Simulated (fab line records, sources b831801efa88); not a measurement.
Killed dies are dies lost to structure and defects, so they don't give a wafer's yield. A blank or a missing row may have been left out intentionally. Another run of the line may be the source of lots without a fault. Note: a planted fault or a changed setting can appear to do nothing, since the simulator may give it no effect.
Which tool did it? -- flow sky130 -- route of 708 steps, sampled at 1 step: 10 lots, 30 wafers

## WHAT THE GAUGES READ, wafer by wafer
SKY_VIA1_OVL_MEAS_13.
lot,measured,on,VIA1_OVL (nm)
L655,day 34 18:02,overlay-01,-5 -7 0
L656,day 35 05:59,overlay-01,9 7 19
L661,day 37 03:08,overlay-01,1 4 9
L665,day 38 14:01,overlay-01,-3 -3 5
L666,day 38 23:27,overlay-02,-6 -1 -7
L669,day 39 03:13,overlay-02,-4 12 5
L667,day 39 04:40,overlay-01,-1 2 1
L671,day 39 16:59,overlay-01,4 7 3
L672,day 40 02:29,overlay-01,-5 -2 -3
L673,day 40 12:23,overlay-02,0 -3 -3

## EACH LOT AND THE TOOL THAT RAN IT (in order: tool; ch and the chambers of the sampled wafers; start)
Record: no process step prior to these readings.

## THE ANSWER, worked out from the rows above alone
Rule: the lots themselves supply what counts as usual. The widest of any qualifying gaps counts: lots, ordered by their means at a reading, are off when they make up no more than a third of the lots, leave a main group of 4 or more, and stand apart from it by 3 or more times the standard deviation of that group's means. A main group is skipped when, at the precision printed for the reading in the tables above, its means are all equal. A lot without any number at a reading at which 4 lots or more have one is off too. Any other lot the step has rows for is counted as sound.
Across all readings shown, no lot is off: no conclusion can be drawn from this.

## WHAT WAS PUT IN BY THE SIMULATOR
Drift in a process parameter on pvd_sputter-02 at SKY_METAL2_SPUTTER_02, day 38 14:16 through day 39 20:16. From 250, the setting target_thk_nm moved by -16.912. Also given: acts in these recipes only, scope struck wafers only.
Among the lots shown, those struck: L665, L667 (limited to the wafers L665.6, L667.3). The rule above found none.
